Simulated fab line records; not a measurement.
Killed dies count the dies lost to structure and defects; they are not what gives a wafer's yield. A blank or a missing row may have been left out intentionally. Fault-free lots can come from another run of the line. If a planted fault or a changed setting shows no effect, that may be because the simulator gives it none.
fab line records | flow sky130
record: lots: 6 wafers: 18 last-day: 49
route steps=708 shown CONTACT@413 METAL1@434 PAD_OPEN@708
lots that met no fault: from a run of the same line without faults
start-h: the number of hours between the record's first day and the start of the first shown wafer of the lot | wait-h: how many hours have passed since the lot's step before this one | " the same as in the row above | L1.1+2: a single row standing in for several wafers | - no value present, or no start provided | * or withheld: withheld | < > ~ a bound
route shown NAME@n: NAME is a module with steps in the file, n the number in the route of the first one | usual: mean and standard deviation over wafers with no fault | same: alike in all rows | chamber/n: place in a boat | sites: readings site by site | _std_site: the values' standard deviation | _edge_site: the outer-site mean with the inner-site mean subtracted | radius-mm: how far each site lies from the wafer's centre | mask NAME#n: copy n | behind: the most recent tool/chamber to have shaped the wafer | hold: reason for holding the lot/hours on hold/outcome of the hold | device: which transistor (n, p or np) failed to switch | end of line: the tests these same wafers got at the end of their route | for a step that has no rows: nothing shown but its recipe | killed: count of dies lost to structure and defects at first sort (not the wafer's yield) | map: dies across one wafer; x = killed, . = not, _ = none there
set.NAME: the setting the step ran with; set.NAME@STEP: the setting that earlier step ran with | model.NAME: the simulator's own value behind a step, which no gauge read
lots at some steps of the route; a table a step, a row a wafer
services: from which hour (start-h, from the record's first day; less than 0 if before it) a tool's chamber was out of use, for how many hours, and why
== steps ==
step: SKY_CONTACT_HMDS_07
recipe: prime-time-s: 60 prime-temp-c: 120
step: SKY_CONTACT_COAT_08
recipe: resist: BARC temp-c: withheld time-s: withheld spin-rpm: 3000 resist-thk-nm: 60
step: SKY_CONTACT_COAT_09
recipe: resist: KrF-thick spin-rpm: 3000 resist-thk-nm: 450
step: SKY_CONTACT_SOFTBAKE_10
recipe: temp-c: 100 time-s: 90 resist: KrF-thick
step: SKY_CONTACT_EXPOSE_11
recipe: mask-id: CTM1 na: 0.8 source-shape: annular sigma-inner: 0.55 sigma-outer: 0.85 target-cd-nm: 170 dose-mj: 38
step: SKY_CONTACT_PEB_12
recipe: peb-temp-c: withheld peb-time-s: withheld resist: KrF-thick
step: SKY_CONTACT_DEVELOP_13
recipe: develop-time-s: 60 resist: KrF-thick dev-temp-c: 21
step: SKY_CONTACT_CD_MEAS_14
recipe: target-cd-nm: 170
usual: cd-nm: 169.6/1.7
columns lot.wafer tool chamber start-h wait-h cd-nm
L157.3 cd-sem-01 - 795.38 - 168.5
L157.5 " - " " 166.4
L157.6 " - " " 166.0
L159.2 cd-sem-02 - 818.40 - 170.6
L159.3 " - " " 170.5
L159.6 " - " " 170.1
L160.1 cd-sem-02 - 824.98 - 168.4
L160.3 " - " " 167.1
L160.4 " - " " 167.7
L161.1 cd-sem-02 - 826.08 - 164.5
L161.2 " - " " 167.0
L161.4 " - " " 166.0
L162.2 cd-sem-01 - 841.39 - 168.8
L162.3 " - " " 167.7
L162.5 " - " " 167.4
L170.2 cd-sem-02 - 892.50 - 169.8
L170.4 " - " " 168.9
L170.6 " - " " 168.9
step: SKY_CONTACT_OVL_MEAS_15
usual: CONTACT_OVL: 1/5
columns lot.wafer tool chamber start-h wait-h CONTACT_OVL[nm]
L157.3 overlay-01 - 795.47 0.1 0
L157.5 " - " " -2
L157.6 " - " " -5
L159.2 overlay-02 - 818.51 0.1 -5
L159.3 " - " " -10
L159.6 " - " " -3
L160.1 overlay-01 - 825.10 0.1 2
L160.3 " - " " 3
L160.4 " - " " 7
L161.1 overlay-02 - 826.20 0.1 0
L161.2 " - " " 7
L161.4 " - " " -1
L162.2 overlay-02 - 841.50 0.1 3
L162.3 " - " " -5
L162.5 " - " " 5
L170.2 overlay-01 - 892.61 0.1 4
L170.4 " - " " -1
L170.6 " - " " 0
step: SKY_CONTACT_ETCH_16
recipe: chemistry: N2/H2 target: BARC ion-energy-ev: 200 source-w: 500 bias-w: 100 pressure-mtorr: 30 n2-flow-sccm: 100 h2-flow-sccm: 200 stop-on: SiO2 time-s: 45.9 target-depth-a: 600
usual: bias-w: 100.0/0.32 drypump-motor-current-A: 5.6/0.56 oes-product-au: 0.855/0.0047 throttle-valve-pct: 13.226/0.0085
columns lot.wafer tool chamber start-h wait-h bias-w drypump-motor-current-A oes-product-au rf-hours-counter-h throttle-valve-pct
L157.3 rie-diel-03 3 795.50 0.0 99.9 4.8 0.849 1 13.216
L157.5 " 3 " " 100.4 4.8 0.863 - 13.219
L157.6 " 0 " " 100.3 5.5 0.860 - 13.234
L159.2 rie-diel-03 0 818.54 0.0 100.1 5.5 0.857 8 13.231
L159.3 " 2 " " 99.6 6.3 0.851 15 13.228
L159.6 " 3 " " 99.7 4.8 0.858 - 13.224
L160.1 rie-diel-03 3 825.13 0.0 100.1 4.8 0.844 3 13.217
L160.3 " 2 " " 99.3 6.3 0.855 15 13.211
L160.4 " 0 " " 100.6 5.5 0.854 9 13.234
L161.1 rie-diel-04 0 826.24 0.0 100.0 5.5 0.849 15 13.231
L161.2 " 1 " " 99.4 6.5 0.854 6 13.222
L161.4 " 0 " " 99.2 5.5 0.856 - 13.224
L162.2 rie-diel-02 3 841.53 0.0 99.6 6.0 0.853 16 13.226
L162.3 " 2 " " 99.5 5.8 0.852 17 13.230
L162.5 " 3 " " 100.2 6.0 0.851 - 13.218
L170.2 rie-diel-02 2 892.64 0.0 99.8 5.7 0.858 19 13.234
L170.4 " 0 " " 100.4 4.8 0.858 10 13.223
L170.6 " 0 " " 100.2 4.8 0.857 - 13.243
step: SKY_CONTACT_ETCH_17
recipe: target: SiO2 chemistry: C4F8/O2/Ar stop-on: Si3N4 mask-material: KrF-thick source-w: 1500 bias-w: 1200 pressure-mtorr: 40 c4f8-flow-sccm: withheld O2_flow_sccm: 6 Ar_flow_sccm: 300 time-s: withheld target-depth-a: 3400
step: SKY_CONTACT_ETCH_18
recipe: target: Si3N4 chemistry: CHF3/O2 stop-on: TiN source-w: 600 bias-w: 200 pressure-mtorr: 40 chf3-flow-sccm: 50 O2_flow_sccm: 5 time-s: 39 target-depth-a: 750
step: SKY_CONTACT_STRIP_19
recipe: chemistry: O2/N2 power-w: 1400 pressure-mtorr: 1500 platen-temp-c: withheld o2-flow-sccm: 3000 n2-flow-sccm: 300 overash-fraction: 0.5
usual: drypump-motor-current-A: 5.5/0.33 oes-product-au: 0.380/0.0046 strip-time-to-endpoint-s: 3.60/0.034
columns lot.wafer tool chamber start-h wait-h drypump-motor-current-A oes-product-au rf-hours-counter-h strip-time-to-endpoint-s
L157.3 plasma-asher-02 1 795.66 - 5.6 0.382 - 3.67
L157.5 " 0 " " 5.7 0.384 - 3.64
L157.6 " 1 " " 5.6 0.378 - 3.61
L159.2 plasma-asher-04 0 818.67 - 5.4 0.373 103 3.58
L159.3 " 1 " " 4.9 0.383 - 3.57
L159.6 " 0 " " 5.4 0.382 - 3.66
L160.1 plasma-asher-04 0 825.27 - 5.4 0.377 103 3.64
L160.3 " 0 " " 5.4 0.376 - 3.57
L160.4 " 1 " " 4.9 0.381 - 3.59
L161.1 plasma-asher-02 0 826.37 - 5.6 0.377 72 3.58
L161.2 " 1 " " 5.6 0.388 72 3.66
L161.4 " 0 " " 5.7 0.379 - 3.58
L162.2 plasma-asher-04 1 841.66 - 4.8 0.378 105 3.59
L162.3 " 1 " " 4.9 0.379 - 3.60
L162.5 " 1 " " 4.9 0.378 - 3.58
L170.2 plasma-asher-03 0 892.77 - 5.5 0.373 43 3.62
L170.4 " 1 " " 5.9 0.377 - 3.62
L170.6 " 1 " " 5.9 0.385 - 3.62
step: SKY_CONTACT_STRIP_20
recipe: chemistry: post-etch-residue-remover time-s: 1200 temp-c: 72.5
step: SKY_CONTACT_CLEAN_21
recipe: chemistry: IPA time-s: 180 temp-c: 25
step: SKY_CONTACT_CLEAN_22
recipe: chemistry: O3/DIW dry: n2-spin
step: SKY_CONTACT_SPUTTER_23
recipe: material: TiN target-thk-nm: 20 chamber-pressure-pa: 5 power-w: 4000 time-s: 80
usual: throttle-valve-pct: 30.0/1.1
columns lot.wafer tool chamber start-h wait-h throttle-valve-pct
L157.3 pvd-sputter-02 - 796.23 0.0 28.2
L157.5 " - " " 29.4
L157.6 " - " " 29.0
L159.2 pvd-sputter-02 - 819.26 0.0 29.0
L159.3 " - " " 28.1
L159.6 " - " " 27.8
L160.1 pvd-sputter-04 - 825.87 0.0 29.5
L160.3 " - " " 29.7
L160.4 " - " " 30.5
L161.1 pvd-sputter-02 - 827.00 0.0 29.1
L161.2 " - " " 31.6
L161.4 " - " " 29.0
L162.2 pvd-sputter-03 - 842.29 0.0 32.3
L162.3 " - " " 30.8
L162.5 " - " " 31.0
L170.2 pvd-sputter-03 - 893.36 0.0 32.0
L170.4 " - " " 28.5
L170.6 " - " " 28.4
step: SKY_CONTACT_CVD_24
recipe: material: W target-thk-nm: 340 time-s: 102.12 temp-c: 400 pressure-torr: 40
step: SKY_CONTACT_RS_MEAS_25
recipe: thk-meas-gauge: four-point-probe reads: W_of_CONTACT_CVD_24+TiN_of_CONTACT_SPUTTER_23
usual: CONTACT_W_RS: 0.339/0.0037
columns lot.wafer tool chamber start-h wait-h CONTACT_W_RS[ohm/sq]
L157.3 film-metro-04 - 796.45 0.1 0.336
L157.5 " - " " 0.337
L157.6 " - " " 0.337
L159.2 film-metro-04 - 819.45 0.1 0.344
L159.3 " - " " 0.334
L159.6 " - " " 0.340
L160.1 film-metro-04 - 826.04 0.1 0.339
L160.3 " - " " 0.342
L160.4 " - " " 0.336
L161.1 film-metro-04 - 827.17 0.1 0.334
L161.2 " - " " 0.338
L161.4 " - " " 0.335
L162.2 film-metro-02 - 842.48 0.1 0.348
L162.3 " - " " 0.337
L162.5 " - " " 0.337
L170.2 film-metro-03 - 893.55 0.1 0.335
L170.4 " - " " 0.337
L170.6 " - " " 0.344
step: SKY_CONTACT_THK_MEAS_26
recipe: thk-meas-gauge: xrf reads: W_of_CONTACT_CVD_24
usual: CONTACT_W_THK: 345/4.4
columns lot.wafer tool chamber start-h wait-h CONTACT_W_THK[nm]
L157.3 film-metro-04 - 796.55 0.1 350
L157.5 " - " " 350
L157.6 " - " " 349
L159.2 film-metro-04 - 819.56 0.1 340
L159.3 " - " " 349
L159.6 " - " " 343
L160.1 film-metro-04 - 826.16 0.1 345
L160.3 " - " " 342
L160.4 " - " " 348
L161.1 film-metro-04 - 827.29 0.1 350
L161.2 " - " " 346
L161.4 " - " " 345
L162.2 film-metro-02 - 842.59 0.1 336
L162.3 " - " " 346
L162.5 " - " " 347
L170.2 film-metro-03 - 893.66 0.1 352
L170.4 " - " " 349
L170.6 " - " " 345
step: SKY_CONTACT_CMP_27
recipe: stop-on: SiO2 t-overpolish-s: 15 down-force-psi: 3.5 platen-rpm: 60 target-thk-nm: 0 pad-velocity-m-s: 0.94248
step: SKY_METAL1_SPUTTER_00
recipe: material: Ti target-thk-nm: 15 power-w: 3000 time-s: 10 chamber-pressure-pa: 0.4
usual: throttle-valve-pct: 30.3/1
columns lot.wafer tool chamber start-h wait-h throttle-valve-pct
L157.3 pvd-sputter-01 - 797.10 0.1 31.1
L157.5 " - " " 30.0
L157.6 " - " " 31.2
L159.2 pvd-sputter-01 - 820.01 0.1 30.5
L159.3 " - " " 28.9
L159.6 " - " " 29.0
L160.1 pvd-sputter-04 - 827.65 0.2 31.2
L160.3 " - " " 29.6
L160.4 " - " " 30.5
L161.1 pvd-sputter-01 - 827.95 0.2 30.3
L161.2 " - " " 28.8
L161.4 " - " " 31.1
L162.2 pvd-sputter-01 - 842.94 0.1 31.2
L162.3 " - " " 29.2
L162.5 " - " " 31.3
L170.2 pvd-sputter-01 - 894.01 0.1 29.0
L170.4 " - " " 30.2
L170.6 " - " " 30.6
step: SKY_METAL1_SPUTTER_01
recipe: material: TiN target-thk-nm: 20 power-w: 6500 time-s: 16.7 chamber-pressure-pa: 0.4
usual: throttle-valve-pct: 30.3/1
columns lot.wafer tool chamber start-h wait-h throttle-valve-pct
L157.3 pvd-sputter-01 - 797.13 0.0 30.9
L157.5 " - " " 30.1
L157.6 " - " " 31.2
L159.2 pvd-sputter-01 - 820.03 0.0 30.4
L159.3 " - " " 29.1
L159.6 " - " " 29.0
L160.1 pvd-sputter-04 - 827.67 0.0 30.7
L160.3 " - " " 29.7
L160.4 " - " " 30.6
L161.1 pvd-sputter-01 - 827.97 0.0 30.1
L161.2 " - " " 28.8
L161.4 " - " " 31.0
L162.2 pvd-sputter-01 - 842.97 0.0 31.0
L162.3 " - " " 29.1
L162.5 " - " " 31.1
L170.2 pvd-sputter-01 - 894.03 0.0 29.1
L170.4 " - " " 30.1
L170.6 " - " " 30.3
step: SKY_METAL1_SPUTTER_02
recipe: material: AlCu target-thk-nm: 250 power-w: 10600 time-s: 13.3 chamber-pressure-pa: 0.4
usual: throttle-valve-pct: 30.3/1
columns lot.wafer tool chamber start-h wait-h throttle-valve-pct
L157.3 pvd-sputter-01 - 797.15 0.0 30.9
L157.5 " - " " 30.0
L157.6 " - " " 31.1
L159.2 pvd-sputter-01 - 820.06 0.0 30.3
L159.3 " - " " 29.0
L159.6 " - " " 29.0
L160.1 pvd-sputter-04 - 827.69 0.0 30.8
L160.3 " - " " 29.8
L160.4 " - " " 30.6
L161.1 pvd-sputter-01 - 827.99 0.0 30.2
L161.2 " - " " 28.9
L161.4 " - " " 31.1
L162.2 pvd-sputter-01 - 842.99 0.0 30.9
L162.3 " - " " 28.9
L162.5 " - " " 30.9
L170.2 pvd-sputter-01 - 894.06 0.0 29.0
L170.4 " - " " 30.1
L170.6 " - " " 30.3
step: SKY_METAL1_SPUTTER_03
recipe: material: Ti target-thk-nm: 5 power-w: 3000 time-s: 3.3 chamber-pressure-pa: 0.4
step: SKY_METAL1_SPUTTER_04
recipe: material: TiN target-thk-nm: 70 power-w: 6500 time-s: 58.3 chamber-pressure-pa: 0.4
step: SKY_METAL1_RS_MEAS_05
recipe: thk-meas-gauge: four-point-probe reads: TiN_of_METAL1_SPUTTER_04+Ti_of_METAL1_SPUTTER_03+AlCu_of_METAL1_SPUTTER_02+TiN_of_METAL1_SPUTTER_01+Ti_of_METAL1_SPUTTER_00
usual: METAL1_ALCU_RS: 0.1261/0.0016
columns lot.wafer tool chamber start-h wait-h METAL1_ALCU_RS[ohm/sq]
L157.3 film-metro-01 - 797.28 0.1 0.1288
L157.5 " - " " 0.1270
L157.6 " - " " 0.1291
L159.2 film-metro-04 - 820.17 0.0 0.1280
L159.3 " - " " 0.1272
L159.6 " - " " 0.1286
L160.1 film-metro-02 - 827.79 0.0 0.1262
L160.3 " - " " 0.1271
L160.4 " - " " 0.1277
L161.1 film-metro-04 - 828.09 0.0 0.1269
L161.2 " - " " 0.1285
L161.4 " - " " 0.1281
L162.2 film-metro-04 - 843.10 0.0 0.1266
L162.3 " - " " 0.1268
L162.5 " - " " 0.1246
L170.2 film-metro-04 - 894.17 0.0 0.1270
L170.4 " - " " 0.1248
L170.6 " - " " 0.1277
step: SKY_METAL1_THK_MEAS_06
recipe: thk-meas-gauge: xrf reads: AlCu_of_METAL1_SPUTTER_02
usual: METAL1_ALCU_THK: 250/3.1
columns lot.wafer tool chamber start-h wait-h METAL1_ALCU_THK[nm]
L157.3 film-metro-01 - 797.38 0.1 247
L157.5 " - " " 250
L157.6 " - " " 248
L159.2 film-metro-04 - 820.28 0.1 245
L159.3 " - " " 245
L159.6 " - " " 245
L160.1 film-metro-02 - 827.91 0.1 252
L160.3 " - " " 250
L160.4 " - " " 249
L161.1 film-metro-04 - 828.21 0.1 247
L161.2 " - " " 244
L161.4 " - " " 244
L162.2 film-metro-04 - 843.21 0.1 248
L162.3 " - " " 247
L162.5 " - " " 252
L170.2 film-metro-04 - 894.28 0.1 246
L170.4 " - " " 251
L170.6 " - " " 245
step: SKY_METAL1_DEHYDRATE_07
recipe: temp-c: 200 time-s: 60
step: SKY_METAL1_HMDS_08
recipe: prime-time-s: 60 prime-temp-c: 120
step: SKY_METAL1_COAT_09
recipe: resist: BARC temp-c: withheld time-s: withheld spin-rpm: 3000 resist-thk-nm: 60
step: SKY_METAL1_COAT_10
recipe: resist: KrF-thick spin-rpm: 3000 resist-thk-nm: 450
step: SKY_METAL1_SOFTBAKE_11
recipe: temp-c: 100 time-s: 90 resist: KrF-thick
step: SKY_METAL1_EXPOSE_12
recipe: mask-id: MM1 na: 0.8 source-shape: annular sigma-inner: 0.55 sigma-outer: 0.85 target-cd-nm: 140 dose-mj: 28
step: SKY_METAL1_PEB_13
recipe: peb-temp-c: withheld peb-time-s: withheld resist: KrF-thick
step: SKY_METAL1_DEVELOP_14
recipe: develop-time-s: 60 resist: KrF-thick dev-temp-c: 21
step: SKY_METAL1_CD_MEAS_15
recipe: target-cd-nm: 140
usual: cd-nm: 140.4/1.3
columns lot.wafer tool chamber start-h wait-h cd-nm
L157.3 cd-sem-02 - 824.32 - 139.1
L157.5 " - " " 140.8
L157.6 " - " " 140.2
L159.2 cd-sem-02 - 846.70 - 139.4
L159.3 " - " " 141.0
L159.6 " - " " 141.7
L160.1 cd-sem-01 - 853.93 - 142.4
L160.3 " - " " 140.9
L160.4 " - " " 140.7
L161.1 cd-sem-01 - 854.37 - 141.5
L161.2 " - " " 142.1
L161.4 " - " " 142.3
L162.2 cd-sem-01 - 868.80 - 141.0
L162.3 " - " " 140.1
L162.5 " - " " 141.3
L170.2 cd-sem-01 - 917.45 - 141.0
L170.4 " - " " 140.4
L170.6 " - " " 141.1
step: SKY_METAL1_OVL_MEAS_16
usual: METAL1_OVL: 0/5.1
columns lot.wafer tool chamber start-h wait-h METAL1_OVL[nm]
L157.3 overlay-01 - 824.42 0.1 7
L157.5 " - " " 4
L157.6 " - " " 1
L159.2 overlay-02 - 846.81 0.1 -1
L159.3 " - " " 2
L159.6 " - " " 6
L160.1 overlay-02 - 854.05 0.1 -8
L160.3 " - " " -3
L160.4 " - " " -4
L161.1 overlay-02 - 854.49 0.1 -3
L161.2 " - " " -12
L161.4 " - " " -4
L162.2 overlay-02 - 868.91 0.1 -2
L162.3 " - " " -6
L162.5 " - " " 3
L170.2 overlay-02 - 917.56 0.1 -7
L170.4 " - " " -2
L170.6 " - " " -5
step: SKY_METAL1_DESCUM_17
recipe: chemistry: O2 source-power-w: 150 bias-power-w: 0 pressure-mtorr: 10 temp-c: 40 time-s: 8
step: SKY_METAL1_ETCH_18
recipe: chemistry: N2/H2 target: BARC ion-energy-ev: 200 bias-w: 100 pressure-mtorr: 30 n2-flow-sccm: 100 h2-flow-sccm: 200 icp-w: 500 stop-on: SiO2 time-s: 45.9 target-depth-a: 600
step: SKY_METAL1_METAL_ETCH_19
recipe: target-depth-a: 3600 stop-on: SiO2 over-etch-frac: 0.3 time-s: 78 chemistry: Cl2/BCl3 resist-sidewall-deg: 88 pressure-mtorr: 10 icp-w: 900 bias-w: 48.5 Cl2_flow_sccm: 60 bcl3-flow-sccm: 30
step: SKY_METAL1_STRIP_20
recipe: chemistry: O2/N2 power-w: 1400 pressure-mtorr: 1500 platen-temp-c: withheld o2-flow-sccm: 3000 n2-flow-sccm: 300 overash-fraction: 0.5
step: SKY_PAD_OPEN_PROBE_99
usual: killed_at_M0_to_M3: 44/7.2 killed_at_M4_up: 3.0/1.9 killed-at-contacts: 25/4.8 killed-at-front-end: 16/4.2 killed-at-other: 0.2/0.44 killed-dies: 88/9.3 killed-open: 48/7.1 killed-short: 40/6.5
same: gross-dies: 492 killed-at-back-side: 0
columns lot.wafer tool chamber start-h wait-h hold killed_at_M0_to_M3 killed_at_M4_up killed-at-contacts killed-at-front-end killed-at-other killed-dies killed-open killed-short
L157.3 prober-01 - 1122.11 0.2 - 44 0 27 11 0 82 41 41
L157.5 prober-01 - 1122.21 0.2 - 34 2 29 11 1 77 43 34
L157.6 prober-01 - 1122.26 0.2 - 53 1 26 18 1 99 47 52
L159.2 prober-01 - 1138.53 0.1 - 35 3 16 20 0 74 44 30
L159.3 prober-01 - 1138.58 0.2 - 45 3 18 19 0 85 44 41
L159.6 prober-01 - 1138.73 0.2 - 37 4 13 12 0 66 29 37
L160.1 prober-02 - 1143.40 0.1 await-dispo/1.6h/release 40 3 75 15 0 133 42 47
L160.3 prober-02 - 1143.50 0.2 await-dispo/1.6h/release 43 4 69 20 0 136 53 39
L160.4 prober-02 - 1143.55 0.2 await-dispo/1.6h/release 42 0 73 15 1 131 55 28
L161.1 prober-01 - 1143.98 0.1 - 43 1 30 12 0 86 51 35
L161.2 prober-01 - 1144.03 0.1 - 31 3 25 19 0 78 42 36
L161.4 prober-01 - 1144.13 0.2 - 49 2 30 30 1 112 62 50
L162.2 prober-02 - 1153.54 0.1 await-dispo/2.4h/release 45 1 73 17 2 138 48 45
L162.3 prober-02 - 1153.59 0.2 await-dispo/2.4h/release 27 3 71 20 1 122 40 34
L162.5 prober-02 - 1153.69 0.2 await-dispo/2.4h/release 40 3 75 18 0 136 52 34
L170.2 prober-01 - 1187.38 0.1 - 37 5 24 11 0 77 42 35
L170.4 prober-01 - 1187.48 0.2 - 46 9 16 13 0 84 44 40
L170.6 prober-01 - 1187.58 0.2 - 43 1 23 20 0 87 47 40
killed by level:class
L157.3 CONTACT:geometric-particle:open=9 VIA1:geometric-particle:short=8 METAL1:geometric-particle:short=7 LI_CONTACT:geometric-particle:open=6 VIA1:geometric-particle:open=6 VIA3:geometric-particle:open=6 VIA3:geometric-particle:short=5 LI_CONTACT:geometric-particle:short=4
L157.5 CONTACT:geometric-particle:open=9 CONTACT:geometric-particle:short=9 VIA1:geometric-particle:open=9 VIA2:geometric-particle:open=6 METAL1:geometric-particle:short=5 VIA3:geometric-particle:open=5 FIELD_ISO:geometric-particle:open=4 POLY_GATE:geometric-particle:short=4
L157.6 CONTACT:geometric-particle:open=12 METAL2:geometric-particle:short=11 FIELD_ISO:geometric-particle:short=8 VIA3:geometric-particle:short=8 VIA3:geometric-particle:open=8 LI_CONTACT:geometric-particle:open=7 VIA1:geometric-particle:open=5 METAL1:geometric-particle:short=4
L159.2 POLY_GATE:geometric-particle:open=8 VIA1:geometric-particle:open=8 LI_CONTACT:geometric-particle:open=7 VIA3:geometric-particle:open=7 POLY_GATE:geometric-particle:short=6 CONTACT:geometric-particle:open=5 METAL1:geometric-particle:short=5 VIA2:geometric-particle:open=5
L159.3 VIA1:geometric-particle:open=11 VIA2:geometric-particle:open=9 CONTACT:geometric-particle:open=8 METAL1:geometric-particle:short=7 FIELD_ISO:geometric-particle:open=5 VIA1:geometric-particle:short=5 FIELD_ISO:geometric-particle:short=4 LOCAL_INTERCONNECT:geometric-particle:short=4
L159.6 METAL1:geometric-particle:short=7 VIA3:geometric-particle:open=5 VIA2:geometric-particle:open=5 POLY_GATE:geometric-particle:open=4 VIA1:geometric-particle:short=4 VIA1:geometric-particle:open=4 VIA2:geometric-particle:short=4 METAL3:geometric-particle:short=4
L160.1 CONTACT:unspecified=44 VIA1:geometric-particle:open=11 CONTACT:geometric-particle:open=11 CONTACT:geometric-particle:short=7 METAL1:geometric-particle:short=6 FIELD_ISO:geometric-particle:open=5 LOCAL_INTERCONNECT:geometric-particle:short=5 METAL2:geometric-particle:short=5
L160.3 CONTACT:unspecified=44 CONTACT:geometric-particle:open=12 FIELD_ISO:geometric-particle:open=6 VIA3:geometric-particle:open=6 CONTACT:geometric-particle:short=6 METAL2:geometric-particle:short=6 VIA1:geometric-particle:open=6 POLY_GATE:geometric-particle:open=5
L160.4 CONTACT:unspecified=48 CONTACT:geometric-particle:open=11 VIA3:geometric-particle:open=9 VIA1:geometric-particle:open=8 FIELD_ISO:geometric-particle:open=6 POLY_GATE:geometric-particle:open=5 CONTACT:geometric-particle:short=5 VIA2:geometric-particle:open=5
L161.1 CONTACT:geometric-particle:open=12 VIA1:geometric-particle:open=9 LI_CONTACT:geometric-particle:open=8 VIA2:geometric-particle:open=6 VIA2:geometric-particle:short=5 METAL2:geometric-particle:short=5 FIELD_ISO:geometric-particle:short=4 VIA1:geometric-particle:short=4
L161.2 CONTACT:geometric-particle:open=8 LI_CONTACT:geometric-particle:open=7 VIA1:geometric-particle:open=6 FIELD_ISO:geometric-particle:open=5 FIELD_ISO:geometric-particle:short=5 METAL1:geometric-particle:short=5 VIA3:geometric-particle:short=5 LOCAL_INTERCONNECT:geometric-particle:short=4
L161.4 VIA1:geometric-particle:open=12 POLY_GATE:geometric-particle:short=11 LI_CONTACT:geometric-particle:open=10 FIELD_ISO:geometric-particle:open=9 CONTACT:geometric-particle:open=9 VIA3:geometric-particle:open=7 METAL2:geometric-particle:short=6 VIA2:geometric-particle:open=6
L162.2 CONTACT:unspecified=45 VIA1:geometric-particle:open=12 CONTACT:geometric-particle:open=11 POLY_GATE:geometric-particle:short=7 VIA1:geometric-particle:short=7 VIA2:geometric-particle:open=7 METAL2:geometric-particle:short=6 LOCAL_INTERCONNECT:geometric-particle:short=5
L162.3 CONTACT:unspecified=48 CONTACT:geometric-particle:open=10 FIELD_ISO:geometric-particle:open=8 VIA1:geometric-particle:open=7 METAL2:geometric-particle:short=7 FIELD_ISO:geometric-particle:short=4 LI_CONTACT:geometric-particle:open=4 LOCAL_INTERCONNECT:geometric-particle:short=3
L162.5 CONTACT:unspecified=50 LI_CONTACT:geometric-particle:open=11 VIA2:geometric-particle:open=9 VIA1:geometric-particle:open=8 POLY_GATE:geometric-particle:open=6 METAL1:geometric-particle:short=5 VIA1:geometric-particle:short=5 FIELD_ISO:geometric-particle:short=4
L170.2 CONTACT:geometric-particle:open=11 VIA1:geometric-particle:open=8 VIA2:geometric-particle:open=6 METAL2:geometric-particle:short=6 METAL3:geometric-particle:short=6 LI_CONTACT:geometric-particle:open=4 LOCAL_INTERCONNECT:geometric-particle:short=4 METAL1:geometric-particle:short=4
L170.4 VIA1:geometric-particle:open=12 VIA1:geometric-particle:short=9 VIA2:geometric-particle:open=7 METAL4:geometric-particle:short=7 FIELD_ISO:geometric-particle:open=5 CONTACT:geometric-particle:short=5 METAL1:geometric-particle:short=4 CONTACT:geometric-particle:open=4
L170.6 METAL2:geometric-particle:short=10 FIELD_ISO:geometric-particle:open=9 LI_CONTACT:geometric-particle:open=8 CONTACT:geometric-particle:open=8 VIA3:geometric-particle:open=7 FIELD_ISO:geometric-particle:short=6 METAL1:geometric-particle:short=6 VIA2:geometric-particle:open=4
map L160.3 (x killed, . not)
__________.........._________
________.xx...x......._______
______...xx.xx...x..x.x._____
_____xx.............xx...____
____..x...x.x.x......x....___
___....x..........x.x.....x__
__.........x......x..x.x...._
_.xx.........x.......xxxx....
_x.x.....x......x...........x
_xxxx...xxx...xx...xx.x..x..x
_xxxxxx...x.......xxxx......x
_xxxxxxxxx.x..x........x.....
_xxxxxx.xxx..x....x..x.xxx...
_xxxxx.xx....................
_.xxxxx....xx........x....x.x
__x.xxxx..x....x.x.....x...._
___.x.....x.x..............__
____..x....x.x...x........___
_____.xx.................____
______..x.xx.xxx........_____
________.x............_______
__________....x..x.._________
map L162.2 (x killed, . not)
__________.........x_________
________..x.........x._______
______......x.x.......xx_____
_____...xx.....x..x..xxx.____
____x..............x....x.___
___....x.x..x........x.x.x.__
__..x..x....x....x...x..xx.._
_......x..x............x.....
_........x.......x...xxx..x..
_..........x.....xx.......x..
_.x.........x.x...x.........x
_..x..x...xx........x........
_....xxxxx..............x.x..
_...xxxxxxxxx..x....x.....x..
_..xxxxxxxxx.....x....x......
__.xxxxxxxx...........x....x_
___.xxxxxxxx.x..x.x........__
____xxxxxxx..x..x.......x.___
_____xxxx.xxx.....xx...x.____
______xx..x...........x._____
________......xxxxx.xx_______
__________..x..xx..._________
== services ==
columns tool chamber start-h hours kind
rie-diel-03 - 800.11 0.2 repair
rie-diel-02 1 804.19 5.4 repair
rie-diel-04 3 811.65 16.3 repair
rie-diel-02 1 826.38 1.7 repair
rie-diel-04 1 828.89 10.4 repair
pvd-sputter-01 - 831.25 1.7 repair
pvd-sputter-04 0 832.42 - consumable-replace:kit
pvd-sputter-04 0 832.42 18.0 scheduled-down
pvd-sputter-04 0 832.42 18.0 vent-cycle
pvd-sputter-02 3 832.59 - consumable-replace:kit
pvd-sputter-02 3 832.59 18.0 scheduled-down
pvd-sputter-02 3 832.59 18.0 vent-cycle
pvd-sputter-03 - 838.27 1.9 repair
rie-diel-02 0 838.41 8.5 repair
pvd-sputter-04 - 854.01 2.2 repair
pvd-sputter-04 - 861.80 3.0 repair
pvd-sputter-01 - 877.03 2.0 repair
pvd-sputter-01 - 885.03 1.8 repair
rie-diel-04 2 886.24 5.4 repair
rie-diel-02 0 893.98 4.1 repair
== key ==
first-sign: step: SKY_PAD_OPEN_PROBE_99 reading: killed-at-contacts direction: up sigmas: 10 usual: 25 struck: 73
effect: step: SKY_PAD_OPEN_PROBE_99 reading: killed-dies direction: up sigmas: 4.8 usual: 88 struck: 133
met-at SKY_CONTACT_STRIP_19
struck-wafers L160.1,L160.3,L160.4,L162.2,L162.3,L162.5
tester-left-out L160,L162
onset-between 818.67 825.27
fault: kind: chamber-particle-source tool: plasma-asher-04 chamber: - onset-h: 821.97 steps: SKY_CONTACT_STRIP_19 rate-per-visit-cm2: 0.6954 end-h: 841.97
tester-left-out: of these lots the tester's yield and bins aren't shown, on N5 and GAA mostly nor the transistor test; their killed dies are dies lost to structure and defects alone, not to doping, threshold or leakage, so they don't give the yield
